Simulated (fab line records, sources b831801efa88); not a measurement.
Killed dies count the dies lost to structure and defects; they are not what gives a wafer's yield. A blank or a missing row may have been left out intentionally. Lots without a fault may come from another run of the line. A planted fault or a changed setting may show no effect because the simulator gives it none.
fab line records	flow sfqLine
record lots=5	wafers=23
route steps=325 shown L0@3 M0@33 I0@47 M1@59 M2@89
startH: start of the lot's first displayed wafer, in hours after the record's first day	waitH: hours since the lot's step before	" same as the row above	L1.1+2: one row covering several wafers at once	- no value, or no start was given	* or withheld: withheld	< > ~ a bound
route shown NAME@n: NAME is a module with steps in the file, n the number in the route of the first one	usual: mean/standard deviation taken from wafers without a fault	same: alike in all rows	chamber/n: place in a boat	sites: per-site readings	_std_site: the values' standard deviation	_edge_site: mean of outer sites minus mean of inner sites	radiusMm: for every site, how far away it sits from the centre of the wafer	mask NAME#n: copy n	behind: the last tool/chamber to shape the wafer	hold: what put the lot on hold/how long, in hours/how the hold closed	device: the n, p or np transistor that did not switch	end of line: the route-end tests of the same wafers	for a step that has no rows: nothing shown but its recipe	killed: the dies lost at the first sort to structure and to defects; this is not the yield of the wafer	map: dies across one wafer; x = killed, . = not, _ = none there
set.NAME: setting as actually run; set.NAME@STEP: the setting as run at that earlier step	model.NAME: the simulator's own value behind a step, which no gauge read
lots run with intentionally changed settings; tables by step, rows by wafer
## steps
# step SFQ_TRILAYER_L0_DEP_SPUTTER_003
# recipe material=MoNx_KI	basePressurePa=1.33e-06	targetThkNm=40	powerW=800	timeS=100	chamberPressurePa=0.4
lot.wafer	tool	chamber	startH	waitH	set.timeS	model.MoNx_KI_of_TRILAYER_L0_DEP_SPUTTER_003.thkNm
L077.1	pvdSputter-03	-	27.49	0.0	100	40.86
L077.2	"	-	"	"	100	40.48
L077.3	"	-	"	"	100	39.57
L082.1	pvdSputter-06	-	52.49	0.0	111.5	45.32
L082.2	"	-	"	"	100	40.76
L082.3	"	-	"	"	111.5	45.49
L082.5	"	-	"	"	111.5	45.02
L082.6	"	-	"	"	100	40.94
L083.1	pvdSputter-03	-	57.49	0.0	100	40.31
L083.2	"	-	"	"	100	41.37
L083.4	"	-	"	"	100	40.11
L083.5	"	-	"	"	100	39.73
L083.6	"	-	"	"	100	41.42
L084.1	pvdSputter-06	-	62.49	0.0	100	40.67
L084.2	"	-	"	"	112.8	44.75
L084.3	"	-	"	"	100	39.98
L084.4	"	-	"	"	112.8	45.84
L084.5	"	-	"	"	112.8	45.49
L085.1	pvdSputter-05	-	67.49	0.0	100	39.37
L085.2	"	-	"	"	100	39.53
L085.3	"	-	"	"	90.92	35.74
L085.4	"	-	"	"	90.92	36.21
L085.5	"	-	"	"	100	40
# step SFQ_L0_RS_MEAS_901
# recipe thkMeasGauge=four-point-probe	reads=MoNx_KI_of_TRILAYER_L0_DEP_SPUTTER_003
# usual L0_MONX_KI_RS=43.3/0.56
lot.wafer	tool	chamber	startH	waitH	set.timeS@TRILAYER_L0_DEP_SPUTTER_003	L0_MONX_KI_RS[ohm/sq]
L077.1	filmMetro-01	-	27.56	0.0	100	42.6
L077.2	"	-	"	"	100	43.1
L077.3	"	-	"	"	100	44.0
L082.1	filmMetro-04	-	52.56	0.0	111.5	38.4
L082.2	"	-	"	"	100	42.8
L082.3	"	-	"	"	111.5	38.3
L082.5	"	-	"	"	111.5	38.7
L082.6	"	-	"	"	100	42.6
L083.1	filmMetro-04	-	57.56	0.0	100	43.2
L083.2	"	-	"	"	100	42.2
L083.4	"	-	"	"	100	43.5
L083.5	"	-	"	"	100	43.9
L083.6	"	-	"	"	100	42.2
L084.1	filmMetro-04	-	62.56	0.0	100	42.9
L084.2	"	-	"	"	112.8	38.9
L084.3	"	-	"	"	100	43.6
L084.4	"	-	"	"	112.8	38.0
L084.5	"	-	"	"	112.8	38.3
L085.1	filmMetro-02	-	67.56	0.0	100	44.2
L085.2	"	-	"	"	100	44.0
L085.3	"	-	"	"	90.92	48.6
L085.4	"	-	"	"	90.92	48.0
L085.5	"	-	"	"	100	43.5
# step SFQ_L0_THK_MEAS_902
# recipe thkMeasGauge=xrf	reads=MoNx_KI_of_TRILAYER_L0_DEP_SPUTTER_003
# usual L0_MONX_KI_THK=40.0/0.56
lot.wafer	tool	chamber	startH	waitH	set.timeS@TRILAYER_L0_DEP_SPUTTER_003	L0_MONX_KI_THK[nm]
L077.1	filmMetro-01	-	27.68	0.1	100	40.9
L077.2	"	-	"	"	100	40.2
L077.3	"	-	"	"	100	39.2
L082.1	filmMetro-04	-	52.68	0.1	111.5	45.0
L082.2	"	-	"	"	100	40.3
L082.3	"	-	"	"	111.5	45.1
L082.5	"	-	"	"	111.5	44.6
L082.6	"	-	"	"	100	40.5
L083.1	filmMetro-04	-	57.68	0.1	100	39.9
L083.2	"	-	"	"	100	41.0
L083.4	"	-	"	"	100	39.6
L083.5	"	-	"	"	100	39.3
L083.6	"	-	"	"	100	41.1
L084.1	filmMetro-04	-	62.68	0.1	100	40.3
L084.2	"	-	"	"	112.8	44.1
L084.3	"	-	"	"	100	39.9
L084.4	"	-	"	"	112.8	45.4
L084.5	"	-	"	"	112.8	44.9
L085.1	filmMetro-02	-	67.68	0.1	100	39.1
L085.2	"	-	"	"	100	39.2
L085.3	"	-	"	"	90.92	35.4
L085.4	"	-	"	"	90.92	35.8
L085.5	"	-	"	"	100	39.6
# step SFQ_TRILAYER_L0_LITHO_EXPOSE_006
# recipe maskId=L0	na=0.6	sourceShape=conventional	sigmaOuter=0.65	targetCdNm=2000	doseMj=14.4
lot.wafer	tool	chamber	startH	waitH	mask	set.doseMj
L077.1+2+3	krfScanner-01	0	88.40	-	L0#0	14.4
L082.1+3	krfScanner-01	0	119.15	-	L0#0	14.4
L082.2+5+6	"	0	"	"	L0#0	14.94
L083.1+6	krfScanner-02	0	128.87	-	L0#0	13.37
L083.2+4+5	"	0	"	"	L0#0	14.4
L084.1+2+5	krfScanner-02	0	134.87	-	L0#0	14.4
L084.3+4	"	0	"	"	L0#0	13.4
L085.1+2+4	krfScanner-02	0	139.67	-	L0#0	15.1
L085.3+5	"	0	"	"	L0#0	14.4
# step SFQ_TRILAYER_L0_LITHO_PEB_008
# recipe pebTempC=116.1	pebTimeS=60	resist=KrF
# step SFQ_TRILAYER_L0_LITHO_DEVELOP_007
# recipe timeS=60	resist=KrF
# step SFQ_TRILAYER_L0_BARC_OPEN_METAL_ETCH_010
# recipe maskMaterial=PR	chemistry=O2	targetDepthNm=125	target=BARC	icpW=600	biasW=80	pressureMtorr=10	timeS=41.7
lot.wafer	tool	chamber	startH	waitH	set.doseMj@TRILAYER_L0_LITHO_EXPOSE_006	model.L0.cdNm
L077.1	rieMetal-04	0	89.90	0.1	14.4	1980
L077.2+3	"	1	"	"	14.4	1981
L082.1+3	rieMetal-02	0	120.65	0.1	14.4	1980
L082.2	"	1	"	"	14.94	1975
L082.5	"	1	"	"	14.94	1977
L082.6	"	0	"	"	14.94	1974
L083.1	rieMetal-02	0	130.37	0.1	13.37	1992
L083.2+4	"	1	"	"	14.4	1981
L083.5	"	0	"	"	14.4	1980
L083.6	"	1	"	"	13.37	1993
L084.1	rieMetal-04	0	136.37	0.1	14.4	1981
L084.2	"	1	"	"	14.4	1982
L084.3+4	"	1,0	"	"	13.4	1993
L084.5	"	0	"	"	14.4	1980
L085.1	rieMetal-02	1	141.17	0.1	15.1	1974
L085.2	"	0	"	"	15.1	1972
L085.3+5	"	0,1	"	"	14.4	1982
L085.4	"	1	"	"	15.1	1975
# step SFQ_TRILAYER_M0_LITHO_COAT_021
# recipe resist=KrF	spinRpm=3000	resistThkNm=600
lot.wafer	tool	chamber	startH	waitH	set.spinRpm	model.KrF_of_TRILAYER_M0_LITHO_COAT_021.thkNm
L077.1	lithoTrack-03	0	172.66	0.2	3000	600.7
L077.2	"	0	"	"	3000	599.6
L077.3	"	0	"	"	3000	599.4
L082.1	lithoTrack-03	0	208.55	0.2	2866	615.2
L082.2	"	0	"	"	2866	613.3
L082.3	"	0	"	"	3000	600.3
L082.5	"	0	"	"	3000	600.6
L082.6	"	0	"	"	2866	614.3
L083.1+6	lithoTrack-03	0	217.95	0.2	3000	597.2
L083.2	"	0	"	"	2847	613.2
L083.4	"	0	"	"	2847	611.7
L083.5	"	0	"	"	3000	596.9
L084.1	lithoTrack-01	0	226.35	0.2	3000	600.7
L084.2	"	0	"	"	3000	599.9
L084.3	"	0	"	"	3000	601.2
L084.4	"	0	"	"	3000	600.6
L084.5	"	0	"	"	3000	600.2
L085.1	lithoTrack-02	0	234.75	0.2	3000	599
L085.2	"	0	"	"	3000	600.8
L085.3	"	0	"	"	3000	601.8
L085.4	"	0	"	"	3000	601.5
L085.5	"	0	"	"	3000	599.3
# step SFQ_TRILAYER_M0_ETCH_METAL_ETCH_024
# recipe target=Nb	stopOn=SiO2	maskMaterial=PR	chemistry=Cl2/Ar	targetDepthNm=240	icpW=600	biasW=80	pressureMtorr=10	timeS=120
# usual oesProductAu=0.870/0.0088
lot.wafer	tool	chamber	startH	waitH	set.timeS	oesProductAu
L077.1	rieMetal-02	0	269.27	0.0	120	0.874
L077.2	"	1	"	"	120	0.873
L077.3	"	0	"	"	120	0.875
L082.1	rieMetal-01	1	317.52	0.0	120	0.865
L082.2	"	0	"	"	120	0.867
L082.3	"	0	"	"	103.1	0.948
L082.5	"	0	"	"	103.1	0.955
L082.6	"	1	"	"	103.1	0.945
L083.1	rieMetal-02	1	323.52	0.0	120	0.877
L083.2	"	0	"	"	120	0.861
L083.4	"	1	"	"	120	0.850
L083.5	"	1	"	"	120	0.876
L083.6	"	0	"	"	120	0.866
L084.1	rieMetal-04	0	334.32	0.0	120	0.858
L084.2	"	1	"	"	103.6	0.947
L084.3	"	1	"	"	120	0.869
L084.4	"	0	"	"	103.6	0.934
L084.5	"	0	"	"	120	0.871
L085.1	rieMetal-01	1	344.04	0.0	120	0.869
L085.2	"	0	"	"	120	0.867
L085.3	"	0	"	"	120	0.876
L085.4	"	1	"	"	112.5	0.912
L085.5	"	1	"	"	112.5	0.913
# step SFQ_TRILAYER_I0_VIA_LITHO_COAT_036
# recipe resist=BARC	spinRpm=3000	resistThkNm=62
lot.wafer	tool	chamber	startH	waitH	set.spinRpm	model.BARC_of_TRILAYER_I0_VIA_LITHO_COAT_036.thkNm
L077.1	lithoTrack-01	0	274.57	1.0	3000	61.91
L077.2	"	0	"	"	3000	61.65
L077.3	"	0	"	"	3000	61.99
L082.1	lithoTrack-03	0	322.82	1.0	2878	63.06
L082.2	"	0	"	"	3000	61.92
L082.3	"	0	"	"	2878	63.18
L082.5	"	0	"	"	2878	63.33
L082.6	"	0	"	"	3000	62.12
L083.1	lithoTrack-04	0	328.82	1.0	3000	61.74
L083.2	"	0	"	"	3000	62.05
L083.4	"	0	"	"	3000	61.87
L083.5	"	0	"	"	3000	61.79
L083.6	"	0	"	"	3000	61.92
L084.1	lithoTrack-01	0	348.63	1.0	2826	63.67
L084.2	"	0	"	"	2826	63.77
L084.3	"	0	"	"	2826	63.92
L084.4	"	0	"	"	3000	61.89
L084.5	"	0	"	"	3000	61.87
L085.1	lithoTrack-01	0	355.82	1.0	3000	62.09
L085.2	"	0	"	"	3000	62.18
L085.3	"	0	"	"	3000	62.28
L085.4	"	0	"	"	3000	61.91
L085.5	"	0	"	"	3000	62.05
# step SFQ_TRILAYER_M1_DEP_SPUTTER_037
# recipe material=Nb	basePressurePa=1.33e-06	chamberPressurePa=0.1333	substrateTempC=20	resputterCathodeVoltageV=400	targetThkNm=200	powerW=2000	timeS=133.3
lot.wafer	tool	chamber	startH	waitH	set.timeS	model.Nb_of_TRILAYER_M1_DEP_SPUTTER_037.thkNm
L077.1	pvdSputter-06	-	388.27	0.0	133.3	202.5
L077.2	"	-	"	"	133.3	198.7
L077.3	"	-	"	"	133.3	198.9
L082.1	pvdSputter-05	-	450.44	0.0	125.8	188.6
L082.2	"	-	"	"	133.3	199.7
L082.3	"	-	"	"	133.3	202.5
L082.5	"	-	"	"	125.8	192.9
L082.6	"	-	"	"	125.8	188.7
L083.1	pvdSputter-05	-	455.85	0.0	133.3	197.7
L083.2	"	-	"	"	133.3	198.7
L083.4	"	-	"	"	133.3	202.7
L083.5	"	-	"	"	133.3	197.3
L083.6	"	-	"	"	133.3	202.1
L084.1	pvdSputter-05	-	475.37	0.0	150.3	228.5
L084.2	"	-	"	"	133.3	203
L084.3	"	-	"	"	133.3	198.8
L084.4	"	-	"	"	133.3	200.1
L084.5	"	-	"	"	150.3	226.1
L085.1	pvdSputter-04	-	483.70	0.0	133.3	199.3
L085.2	"	-	"	"	115.3	172.4
L085.3	"	-	"	"	115.3	173.7
L085.4	"	-	"	"	133.3	202.3
L085.5	"	-	"	"	115.3	173.8
# step SFQ_M1_RS_MEAS_909
# recipe thkMeasGauge=four-point-probe	reads=Nb_of_TRILAYER_M1_DEP_SPUTTER_037
# usual M1_NB_RS=0.887/0.011
lot.wafer	tool	chamber	startH	waitH	set.timeS@TRILAYER_M1_DEP_SPUTTER_037	M1_NB_RS[ohm/sq]
L077.1	filmMetro-03	-	388.36	0.0	133.3	0.878
L077.2	"	-	"	"	133.3	0.894
L077.3	"	-	"	"	133.3	0.894
L082.1	filmMetro-02	-	450.53	0.0	125.8	0.944
L082.2	"	-	"	"	133.3	0.890
L082.3	"	-	"	"	133.3	0.878
L082.5	"	-	"	"	125.8	0.925
L082.6	"	-	"	"	125.8	0.945
L083.1	filmMetro-03	-	455.94	0.0	133.3	0.900
L083.2	"	-	"	"	133.3	0.895
L083.4	"	-	"	"	133.3	0.876
L083.5	"	-	"	"	133.3	0.901
L083.6	"	-	"	"	133.3	0.880
L084.1	filmMetro-04	-	475.46	0.0	150.3	0.778
L084.2	"	-	"	"	133.3	0.879
L084.3	"	-	"	"	133.3	0.897
L084.4	"	-	"	"	133.3	0.891
L084.5	"	-	"	"	150.3	0.788
L085.1	filmMetro-02	-	483.79	0.0	133.3	0.893
L085.2	"	-	"	"	115.3	1.035
L085.3	"	-	"	"	115.3	1.028
L085.4	"	-	"	"	133.3	0.878
L085.5	"	-	"	"	115.3	1.024
# step SFQ_TRILAYER_M1_LITHO_COAT_039
# recipe resist=KrF	spinRpm=3000	resistThkNm=600
lot.wafer	tool	chamber	startH	waitH	set.spinRpm	model.KrF_of_TRILAYER_M1_LITHO_COAT_039.thkNm
L077.1	lithoTrack-02	0	388.84	0.2	3000	603.1
L077.2	"	0	"	"	3000	601
L077.3	"	0	"	"	3000	602.3
L082.1+5	lithoTrack-04	0	451.01	0.2	2782	-
L082.2	"	0	"	"	3000	600.3
L082.3	"	0	"	"	3000	599.9
L082.6	"	0	"	"	3000	-
L083.1	lithoTrack-01	0	456.42	0.2	3000	600.1
L083.2	"	0	"	"	3215	578.1
L083.4	"	0	"	"	3000	600.2
L083.5	"	0	"	"	3000	601
L083.6	"	0	"	"	3215	581.6
L084.1	lithoTrack-02	0	475.94	0.2	3000	-
L084.2	"	0	"	"	2860	612.7
L084.3	"	0	"	"	3000	597.9
L084.4	"	0	"	"	2860	613.6
L084.5	"	0	"	"	2860	-
L085.1	lithoTrack-01	0	484.27	0.2	3000	598.5
L085.2+3+5	"	0	"	"	3000	-
L085.4	"	0	"	"	3000	599.8
# step SFQ_TRILAYER_M1_LITHO_SOFTBAKE_043
# recipe tempC=withheld	timeS=withheld	resist=KrF
# step SFQ_TRILAYER_M1_LITHO_EXPOSE_040
# recipe maskId=M1	na=0.6	sourceShape=conventional	sigmaOuter=0.65	targetCdNm=500	doseMj=14.4
# step SFQ_TRILAYER_M1_LITHO_DEVELOP_041
# recipe timeS=60	resist=KrF
# step SFQ_TRILAYER_M1_BARC_OPEN_METAL_ETCH_054
# recipe maskMaterial=PR	chemistry=O2	targetDepthNm=125	target=BARC	icpW=600	biasW=80	pressureMtorr=10	timeS=41.7
lot.wafer	tool	chamber	startH	waitH	set.spinRpm@TRILAYER_M1_LITHO_COAT_039	model.KrF_of_TRILAYER_M1_LITHO_COAT_039.thkNm
L077.1	rieMetal-04	0	536.73	0.0	3000	525
L077.2	"	1	"	"	3000	524.6
L077.3	"	1	"	"	3000	526.5
L082.1+5	rieMetal-02	0,1	611.20	0.0	2782	-
L082.2	"	1	"	"	3000	519.8
L082.3	"	0	"	"	3000	521
L082.6	"	0	"	"	3000	-
L083.1	rieMetal-04	0	619.60	0.0	3000	521.9
L083.2	"	1	"	"	3215	501.9
L083.4	"	1	"	"	3000	524
L083.5	"	0	"	"	3000	522.7
L083.6	"	1	"	"	3215	505.5
L084.1	rieMetal-03	0	640.00	0.0	3000	-
L084.2	"	1	"	"	2860	534.6
L084.3	"	0	"	"	3000	518.3
L084.4	"	1	"	"	2860	535.7
L084.5	"	0	"	"	2860	-
L085.1	rieMetal-04	1	648.40	0.0	3000	522.3
L085.2+3+5	"	0,1,1	"	"	3000	-
L085.4	"	0	"	"	3000	521.3
# step SFQ_TRILAYER_M1_ETCH_METAL_ETCH_042
# recipe target=Nb	stopOn=SiO2	maskMaterial=PR	chemistry=Cl2/Ar	targetDepthNm=240	icpW=617.6	biasW=80	pressureMtorr=10	timeS=120
# usual oesProductAu=0.896/0.0091
lot.wafer	tool	chamber	startH	waitH	set.timeS@TRILAYER_M1_DEP_SPUTTER_037	set.spinRpm@TRILAYER_M1_LITHO_COAT_039	oesProductAu	model.KrF_of_TRILAYER_M1_LITHO_COAT_039.thkNm
L077.1	rieMetal-04	0	536.79	0.0	133.3	3000	0.907	376.9
L077.2	"	1	"	"	133.3	3000	0.883	384.4
L077.3	"	1	"	"	133.3	3000	0.896	386.7
L082.1	rieMetal-02	0	611.26	0.0	125.8	2782	0.871	-
L082.2	"	1	"	"	133.3	3000	0.892	365.4
L082.3	"	0	"	"	133.3	3000	0.903	369.6
L082.5	"	1	"	"	125.8	2782	0.878	-
L082.6	"	0	"	"	125.8	3000	0.867	-
L083.1	rieMetal-04	0	619.66	0.0	133.3	3000	0.886	373.8
L083.2	"	1	"	"	133.3	3215	0.885	358.4
L083.4	"	1	"	"	133.3	3000	0.903	379.6
L083.5	"	0	"	"	133.3	3000	0.893	374.1
L083.6	"	1	"	"	133.3	3215	0.901	361.7
L084.1	rieMetal-03	0	640.06	0.0	150.3	3000	0.964	-
L084.2	"	1	"	"	133.3	2860	0.897	386.9
L084.3	"	0	"	"	133.3	3000	0.887	368.3
L084.4	"	1	"	"	133.3	2860	0.892	388.2
L084.5	"	0	"	"	150.3	2860	0.963	-
L085.1	rieMetal-04	1	648.46	0.0	133.3	3000	0.887	382
L085.2	"	0	"	"	115.3	3000	0.818	-
L085.3	"	1	"	"	115.3	3000	0.825	-
L085.4	"	0	"	"	133.3	3000	0.900	374.5
L085.5	"	1	"	"	115.3	3000	0.823	-
# step SFQ_TRILAYER_M2_DEP_SPUTTER_055
# recipe material=Nb	basePressurePa=1.33e-06	chamberPressurePa=0.1333	substrateTempC=20	resputterCathodeVoltageV=400	targetThkNm=200	powerW=2000	timeS=133.3
lot.wafer	tool	chamber	startH	waitH	set.timeS	model.Nb_of_TRILAYER_M2_DEP_SPUTTER_055.thkNm
L077.1	pvdSputter-04	-	554.71	0.0	133.3	202.8
L077.2+3	"	-	"	"	133.3	199.8
L082.1	pvdSputter-04	-	620.55	0.0	133.3	198.1
L082.2	"	-	"	"	133.3	202
L082.3+6	"	-	"	"	133.3	200
L082.5	"	-	"	"	133.3	198
L083.1	pvdSputter-03	-	630.40	0.0	139.9	214
L083.2	"	-	"	"	139.9	207.1
L083.4	"	-	"	"	139.9	207.9
L083.5	"	-	"	"	133.3	202.4
L083.6	"	-	"	"	133.3	197.2
L084.1	pvdSputter-05	-	648.61	0.0	133.3	197
L084.2	"	-	"	"	139	207
L084.3	"	-	"	"	139	200.2
L084.4	"	-	"	"	133.3	195.1
L084.5	"	-	"	"	139	201.9
L085.1	pvdSputter-05	-	659.31	0.0	150.6	221.4
L085.2	"	-	"	"	150.6	224.3
L085.3	"	-	"	"	133.3	194.4
L085.4	"	-	"	"	150.6	224.7
L085.5	"	-	"	"	133.3	198.4
# step SFQ_M2_RS_MEAS_914
# recipe thkMeasGauge=four-point-probe	reads=Nb_of_TRILAYER_M2_DEP_SPUTTER_055
# usual M2_NB_RS=0.894/0.014
lot.wafer	tool	chamber	startH	waitH	set.timeS@TRILAYER_M2_DEP_SPUTTER_055	M2_NB_RS[ohm/sq]
L077.1	filmMetro-02	-	554.80	0.0	133.3	0.878
L077.2	"	-	"	"	133.3	0.892
L077.3	"	-	"	"	133.3	0.893
L082.1	filmMetro-01	-	620.64	0.0	133.3	0.899
L082.2	"	-	"	"	133.3	0.882
L082.3	"	-	"	"	133.3	0.891
L082.5	"	-	"	"	133.3	0.901
L082.6	"	-	"	"	133.3	0.892
L083.1	filmMetro-03	-	630.49	0.0	139.9	0.832
L083.2	"	-	"	"	139.9	0.858
L083.4	"	-	"	"	139.9	0.855
L083.5	"	-	"	"	133.3	0.877
L083.6	"	-	"	"	133.3	0.901
L084.1	filmMetro-02	-	648.70	0.0	133.3	0.904
L084.2	"	-	"	"	139	0.858
L084.3	"	-	"	"	139	0.890
L084.4	"	-	"	"	133.3	0.913
L084.5	"	-	"	"	139	0.881
L085.1	filmMetro-02	-	659.40	0.0	150.6	0.805
L085.2	"	-	"	"	150.6	0.792
L085.3	"	-	"	"	133.3	0.915
L085.4	"	-	"	"	150.6	0.792
L085.5	"	-	"	"	133.3	0.896
# step SFQ_TRILAYER_M2_LITHO_COAT_062
# recipe resist=BARC	spinRpm=3000	resistThkNm=62
# step SFQ_TRILAYER_M2_BARC_OPEN_METAL_ETCH_077
# recipe maskMaterial=PR	chemistry=O2	targetDepthNm=125	target=BARC	icpW=600	biasW=80	pressureMtorr=10	timeS=41.7
# step SFQ_TRILAYER_M2_ETCH_METAL_ETCH_060
# recipe target=Nb	stopOn=SiO2	maskMaterial=PR	chemistry=Cl2/Ar	targetDepthNm=240	icpW=600	biasW=80	pressureMtorr=10	timeS=120
# usual oesProductAu=0.892/0.0097
lot.wafer	tool	chamber	startH	waitH	set.timeS@TRILAYER_M2_DEP_SPUTTER_055	oesProductAu
L077.1	rieMetal-02	1	713.62	0.0	133.3	0.907
L077.2	"	0	"	"	133.3	0.894
L077.3	"	1	"	"	133.3	0.886
L082.1	rieMetal-02	0	770.91	0.0	133.3	0.880
L082.2	"	1	"	"	133.3	0.900
L082.3	"	0	"	"	133.3	0.888
L082.5	"	1	"	"	133.3	0.885
L082.6	"	0	"	"	133.3	0.891
L083.1	rieMetal-01	0	778.11	0.0	139.9	0.932
L083.2	"	1	"	"	139.9	0.913
L083.4	"	1	"	"	139.9	0.907
L083.5	"	1	"	"	133.3	0.904
L083.6	"	0	"	"	133.3	0.878
L084.1	rieMetal-04	1	796.66	0.0	133.3	0.888
L084.2	"	0	"	"	139	0.912
L084.3	"	0	"	"	139	0.898
L084.4	"	1	"	"	133.3	0.884
L084.5	"	1	"	"	139	0.896
L085.1	rieMetal-04	0	809.86	0.0	150.6	0.950
L085.2	"	1	"	"	150.6	0.956
L085.3	"	0	"	"	133.3	0.879
L085.4	"	1	"	"	150.6	0.961
L085.5	"	0	"	"	133.3	0.896
## key
split step=SFQ_TRILAYER_L0_DEP_SPUTTER_003	setting=timeS	stated=100	by=wafer
response step=SFQ_TRILAYER_L0_DEP_SPUTTER_003	reading=model.MoNx_KI_of_TRILAYER_L0_DEP_SPUTTER_003.thkNm	change=+0.392	per=1%	r=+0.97
response step=SFQ_L0_RS_MEAS_901	reading=L0_MONX_KI_RS	change=-0.399	per=1%	r=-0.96
response step=SFQ_L0_THK_MEAS_902	reading=L0_MONX_KI_THK	change=+0.384	per=1%	r=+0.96
split step=SFQ_TRILAYER_L0_LITHO_EXPOSE_006	setting=doseMj	stated=14.4	by=wafer
response step=SFQ_TRILAYER_L0_BARC_OPEN_METAL_ETCH_010	reading=model.L0.cdNm	change=-1.63	per=1%	r=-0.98
split step=SFQ_TRILAYER_M0_LITHO_COAT_021	setting=spinRpm	stated=3000	by=wafer
response step=SFQ_TRILAYER_M0_LITHO_COAT_021	reading=model.KrF_of_TRILAYER_M0_LITHO_COAT_021.thkNm	change=-3.04	per=1%	r=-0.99
split step=SFQ_TRILAYER_M0_ETCH_METAL_ETCH_024	setting=timeS	stated=120	by=wafer
response step=SFQ_TRILAYER_M0_ETCH_METAL_ETCH_024	reading=oesProductAu	change=-0.00579	per=1%	r=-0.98
split step=SFQ_TRILAYER_I0_VIA_LITHO_COAT_036	setting=spinRpm	stated=3000	by=wafer
response step=SFQ_TRILAYER_I0_VIA_LITHO_COAT_036	reading=model.BARC_of_TRILAYER_I0_VIA_LITHO_COAT_036.thkNm	change=-0.315	per=1%	r=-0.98
split step=SFQ_TRILAYER_M1_DEP_SPUTTER_037	setting=timeS	stated=133.3	by=wafer
response step=SFQ_TRILAYER_M1_DEP_SPUTTER_037	reading=model.Nb_of_TRILAYER_M1_DEP_SPUTTER_037.thkNm	change=+2.05	per=1%	r=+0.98
response step=SFQ_M1_RS_MEAS_909	reading=M1_NB_RS	change=-0.00953	per=1%	r=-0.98
response step=SFQ_TRILAYER_M1_ETCH_METAL_ETCH_042	reading=oesProductAu	change=+0.00535	per=1%	r=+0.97
split step=SFQ_TRILAYER_M1_LITHO_COAT_039	setting=spinRpm	stated=3000	by=wafer
response step=SFQ_TRILAYER_M1_LITHO_COAT_039	reading=model.KrF_of_TRILAYER_M1_LITHO_COAT_039.thkNm	change=-2.95	per=1%	r=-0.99
response step=SFQ_TRILAYER_M1_BARC_OPEN_METAL_ETCH_054	reading=model.KrF_of_TRILAYER_M1_LITHO_COAT_039.thkNm	change=-2.85	per=1%	r=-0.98
response step=SFQ_TRILAYER_M1_ETCH_METAL_ETCH_042	reading=model.KrF_of_TRILAYER_M1_LITHO_COAT_039.thkNm	change=-2.57	per=1%	r=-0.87
split step=SFQ_TRILAYER_M2_DEP_SPUTTER_055	setting=timeS	stated=133.3	by=wafer
response step=SFQ_TRILAYER_M2_DEP_SPUTTER_055	reading=model.Nb_of_TRILAYER_M2_DEP_SPUTTER_055.thkNm	change=+2.04	per=1%	r=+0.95
response step=SFQ_M2_RS_MEAS_914	reading=M2_NB_RS	change=-0.00833	per=1%	r=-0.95
response step=SFQ_TRILAYER_M2_ETCH_METAL_ETCH_060	reading=oesProductAu	change=+0.00511	per=1%	r=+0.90
